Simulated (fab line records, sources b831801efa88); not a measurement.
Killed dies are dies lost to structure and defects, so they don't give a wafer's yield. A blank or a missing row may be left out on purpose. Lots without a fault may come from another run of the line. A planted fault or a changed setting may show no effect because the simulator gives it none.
fab line records | flow gf180mcu | part 2 of 2: steps 25 to 34 of 34
record lots=5 wafers=15 last_day=33
route steps=602 shown V3@443 M4@456 V4@476
lots that met no fault: from a run of the same line without faults
start_h: hours from the record's first day to the start of the lot's first wafer shown | wait_h: hours since the lot's step before | " the same as in the row above | L1.1+2: a row that stands for several wafers | - no value, or no start given | * or withheld: withheld | < > ~ a bound
route shown NAME@n: a module of which the file shows steps, and the number in the route of the first | usual: mean/standard deviation of fault-free wafers | same: alike in all rows | chamber/n: place in a boat | sites: the reading at each site | _std_site: their standard deviation | _edge_site: outer sites' mean less inner sites' | radius_mm: how far each site lies from the wafer's centre | mask NAME#n: copy n | behind: the tool/chamber that last shaped the wafer | hold: why the lot was held/for how many hours/how that ended | device: the transistor (n, p or np) that didn't switch | end of line: the same wafers' tests at the end of the route | a step without rows: its recipe alone | killed: dies lost to structure and defects at the first sort, not the wafer's yield | map: a wafer's dies, x killed, . not, _ none there
set.NAME: the setting as run; set.NAME@STEP: as run at that earlier step | model.NAME: the simulator's own value behind a step, which no gauge read
lots at some steps of the route; a table a step, a row a wafer
services: from which hour (start_h, from the record's first day; less than 0 if before it) a tool's chamber was out of use, for how many hours, and why
## steps
# step GF_M4_EXPOSE_11
# recipe mask_id=Metal4 target_cd_nm=280 na=0.68 source_shape=conventional sigma_outer=0.6 dose_mj=28
# usual focus_offset_nm=-0.1/0.51
# same na=0.68
# columns lot.wafer tool chamber start_h wait_h mask focus_offset_nm
L075.3 krf_scanner-02 0 - - Metal4#0 -0.3
L075.5 " 0 " " Metal4#0 -0.7
L075.6 " 0 " " Metal4#0 0.3
L083.3 krf_scanner-02 0 - - Metal4#0 -0.3
L083.4 " 0 " " Metal4#0 0.3
L083.5 " 0 " " Metal4#0 -0.1
L087.1 krf_scanner-01 0 - - Metal4#0 -0.6
L087.2 " 0 " " Metal4#0 0.1
L087.4 " 0 " " Metal4#0 -0.6
L091.1 krf_scanner-01 0 - - Metal4#0 -0.9
L091.4 " 0 " " Metal4#0 0.1
L091.6 " 0 " " Metal4#0 -0.7
L092.1 krf_scanner-01 0 - - Metal4#0 -0.7
L092.3 " 0 " " Metal4#0 -1.1
L092.4 " 0 " " Metal4#0 -0.7
# step GF_M4_PEB_12
# recipe peb_temp_c=135 peb_time_s=90 resist=KrF
# usual plate_temp_C=135.01/0.14
# columns lot.wafer tool chamber start_h wait_h plate_temp_C
L075.3 litho_track-04 0 - - 134.97
L075.5 " 0 " " 135.02
L075.6 " 0 " " 134.83
L083.3 litho_track-04 0 - - 135.09
L083.4 " 0 " " 134.98
L083.5 " 0 " " 134.97
L087.1 litho_track-02 0 - - 135.03
L087.2 " 0 " " 134.83
L087.4 " 0 " " 135.09
L091.1 litho_track-01 0 - - 135.04
L091.4 " 0 " " 134.91
L091.6 " 0 " " 135.02
L092.1 litho_track-04 0 - - 135.13
L092.3 " 0 " " 135.10
L092.4 " 0 " " 135.23
# step GF_M4_DEVELOP_13
# recipe develop_time_s=60 dev_temp_c=21
# columns lot.wafer tool chamber start_h wait_h
L075.3+5+6 litho_track-04 0 546.21 0.1
L083.3+4+5 litho_track-04 0 617.01 0.1
L087.1+2+4 litho_track-02 0 648.31 0.2
L091.1+4+6 litho_track-01 0 670.16 0.2
L092.1+3+4 litho_track-04 0 677.86 0.2
# step GF_M4_CD_MEAS_14
# recipe target_cd_nm=280
# usual cd_nm=279.5/1.3
# columns lot.wafer tool chamber start_h wait_h cd_nm
L075.3 cd_sem-01 - 546.35 0.1 279.6
L075.5 " - " " 280.6
L075.6 " - " " 279.6
L083.3 cd_sem-02 - 617.15 0.1 279.8
L083.4 " - " " 280.7
L083.5 " - " " 279.8
L087.1 cd_sem-01 - 648.46 0.1 280.1
L087.2 " - " " 279.5
L087.4 " - " " 279.9
L091.1 cd_sem-02 - 670.31 0.1 279.3
L091.4 " - " " 278.3
L091.6 " - " " 278.9
L092.1 cd_sem-01 - 678.01 0.1 277.4
L092.3 " - " " 278.3
L092.4 " - " " 278.1
# step GF_M4_OVL_MEAS_15
# usual M4_OVL=-1/4.9
# columns lot.wafer tool chamber start_h wait_h M4_OVL[nm]
L075.3 overlay-02 - 546.44 0.1 -8
L075.5 " - " " -1
L075.6 " - " " -9
L083.3 overlay-01 - 617.24 0.1 -2
L083.4 " - " " 8
L083.5 " - " " 4
L087.1 overlay-01 - 648.58 0.1 3
L087.2 " - " " -1
L087.4 " - " " -4
L091.1 overlay-02 - 670.43 0.1 -3
L091.4 " - " " -1
L091.6 " - " " 3
L092.1 overlay-02 - 678.13 0.1 2
L092.3 " - " " 3
L092.4 " - " " 0
# step GF_M4_METAL_ETCH_16
# recipe chemistry=Cl2/BCl3 mask_material=KrF target_depth_nm=750.8 stop_on=SiO2 pressure_mtorr=8 icp_w=800 bias_w=140 Cl2_flow_sccm=80 bcl3_flow_sccm=40 time_s=125.1
# usual bcl3_flow_sccm=40.01/0.13 drypump_motor_current_A=6.03/0.28 mfc_cl2_sccm=79.95/0.21 oes_product_au=0.990/0.0057 throttle_valve_pct=28.230/0.0093
# same time_s=125.1
# columns lot.wafer tool chamber start_h wait_h bcl3_flow_sccm drypump_motor_current_A mfc_cl2_sccm oes_product_au rf_hours_counter_h throttle_valve_pct
L075.3 rie_metal-03 1 546.51 0.1 40.06 5.82 79.99 0.987 - 28.220
L075.5 " 1 " " 39.79 5.84 80.23 1.000 - 28.246
L075.6 " 0 " " 39.91 5.67 79.84 0.990 - 28.241
L083.3 rie_metal-01 1 617.31 0.1 39.58 6.01 79.62 0.990 - 28.236
L083.4 " 0 " " 40.18 5.78 79.82 0.995 - 28.234
L083.5 " 0 " " 40.02 5.77 80.04 0.993 - 28.231
L087.1 rie_metal-03 1 648.62 0.0 40.02 5.85 79.69 0.983 5 28.230
L087.2 " 0 " " 39.97 5.66 79.70 0.984 14 28.242
L087.4 " 1 " " 39.94 5.84 79.89 0.982 - 28.231
L091.1 rie_metal-01 1 670.47 0.0 39.93 6.04 79.55 0.987 4 28.228
L091.4 " 1 " " 40.08 6.06 80.08 0.997 - 28.231
L091.6 " 1 " " 39.92 6.04 80.15 0.986 - 28.216
L092.1 rie_metal-01 1 678.17 0.0 39.94 6.03 80.05 0.992 4 28.239
L092.3 " 1 " " 39.94 6.06 79.92 0.986 - 28.228
L092.4 " 0 " " 40.08 5.77 80.18 0.992 - 28.246
# step GF_M4_STRIP_17
# recipe chemistry=O2/N2 power_w=1400 pressure_mtorr=1500 platen_temp_c=250 o2_flow_sccm=3000 n2_flow_sccm=300 overash_fraction=0.5
# usual drypump_motor_current_A=5.6/0.32 heater_power_w=334/35 oes_product_au=0.537/0.0054 strip_time_to_endpoint_s=7.37/0.047
# columns lot.wafer tool chamber start_h wait_h drypump_motor_current_A heater_power_w oes_product_au rf_hours_counter_h strip_time_to_endpoint_s
L075.3 plasma_asher-03 0 546.63 0.1 5.3 312 0.543 - 7.40
L075.5 " 0 " " 5.3 312 0.534 - 7.38
L075.6 " 1 " " 5.7 366 0.542 - 7.34
L083.3 plasma_asher-04 1 617.43 0.1 6.2 385 0.532 - 7.32
L083.4 " 0 " " 5.8 323 0.536 - 7.35
L083.5 " 1 " " 6.2 381 0.532 - 7.34
L087.1 plasma_asher-03 1 648.74 0.1 5.7 370 0.543 50 7.47
L087.2 " 0 " " 5.3 316 0.534 50 7.43
L087.4 " 0 " " 5.3 310 0.543 - 7.50
L091.1 plasma_asher-03 0 670.60 0.1 5.3 320 0.545 52 7.39
L091.4 " 1 " " 5.7 383 0.538 - 7.39
L091.6 " 1 " " 5.7 368 0.543 - 7.39
L092.1 plasma_asher-04 0 678.30 0.1 5.8 328 0.535 94 7.33
L092.3 " 1 " " 6.2 378 0.536 - 7.43
L092.4 " 0 " " 5.8 316 0.534 - 7.42
# step GF_M4_STRIP_18
# recipe chemistry=post_etch_residue_remover time_s=1200 temp_c=72.5
# same time_s=1200
# columns lot.wafer tool chamber start_h wait_h
L075.3+5+6 wet_bench-01 3 546.70 0.0
L083.3+4+5 wet_bench-01 3 617.50 0.0
L087.1+2+4 wet_bench-01 3 648.84 0.1
L091.1+4+6 wet_bench-01 0 670.70 0.1
L092.1+3+4 wet_bench-03 3 678.40 0.1
# step GF_M4_CLEAN_19
# recipe chemistry=DIW dry=n2_spin
# columns lot.wafer tool chamber start_h wait_h
L075.3+5+6 wet_bench-02 0 547.04 0.0
L083.3+4+5 wet_bench-02 3 617.84 0.0
L087.1+2+4 wet_bench-02 1 649.22 0.0
L091.1+4+6 wet_bench-02 0 671.04 0.0
L092.1+3+4 wet_bench-01 1 678.77 0.0
# step GF_V4_CVD_00
# recipe material=SiO2 target_thk_nm=600 sigma_open_frac=0.3 temp_c=400 time_s=100 sih4_flow_sccm=60 pressure_mtorr=6
# usual sih4_flow_sccm=59.98/0.19
# same time_s=100
# columns lot.wafer tool chamber start_h wait_h sih4_flow_sccm
L075.3 hdpcvd-01 2 547.13 0.0 59.86
L075.5 " 1 " " 60.18
L075.6 " 2 " " 59.86
L083.3 hdpcvd-02 0 617.94 0.0 59.98
L083.4 " 2 " " 59.85
L083.5 " 1 " " 59.79
L087.1 hdpcvd-01 1 649.31 0.0 59.95
L087.2 " 0 " " 60.42
L087.4 " 1 " " 59.95
L091.1 hdpcvd-02 2 671.13 0.0 59.89
L091.4 " 2 " " 60.20
L091.6 " 1 " " 60.23
L092.1 hdpcvd-01 2 678.86 0.0 59.98
L092.3 " 1 " " 60.11
L092.4 " 0 " " 59.85
## services
# columns tool chamber start_h hours kind
wet_bench-03 - 503.74 1.9 pm
rie_diel-01 - 510.38 2.1 repair
hdpcvd-01 - 511.08 6.0 pm
wet_bench-02 - 513.04 15.8 repair
rie_diel-01 1 514.23 6.9 repair
rie_diel-01 2 515.70 3.4 repair
krf_scanner-01 - 539.38 1.0 pm
krf_scanner-01 - 541.68 1.3 pm
krf_scanner-01 - 542.98 0.8 pm
plasma_asher-03 - 548.94 1.3 repair
wet_bench-01 - 565.97 1.3 repair
rie_diel-04 - 574.74 0.1 repair
pvd_sputter-04 - 580.40 10.1 repair
krf_scanner-01 - 583.66 0.8 repair
cmp-01 - 590.07 4.4 repair
pvd_sputter-03 - 597.72 4.0 repair
rie_diel-04 3 600.86 3.8 repair
rie_diel-01 - 610.89 2.2 repair
rie_diel-01 - 619.39 0.4 repair
rie_diel-01 0 625.21 5.1 repair
plasma_asher-03 - 626.33 2.2 repair
pvd_sputter-03 - 627.47 0.6 repair
pvd_sputter-04 - 653.52 4.0 repair
pvd_sputter-01 - 656.43 1.3 repair
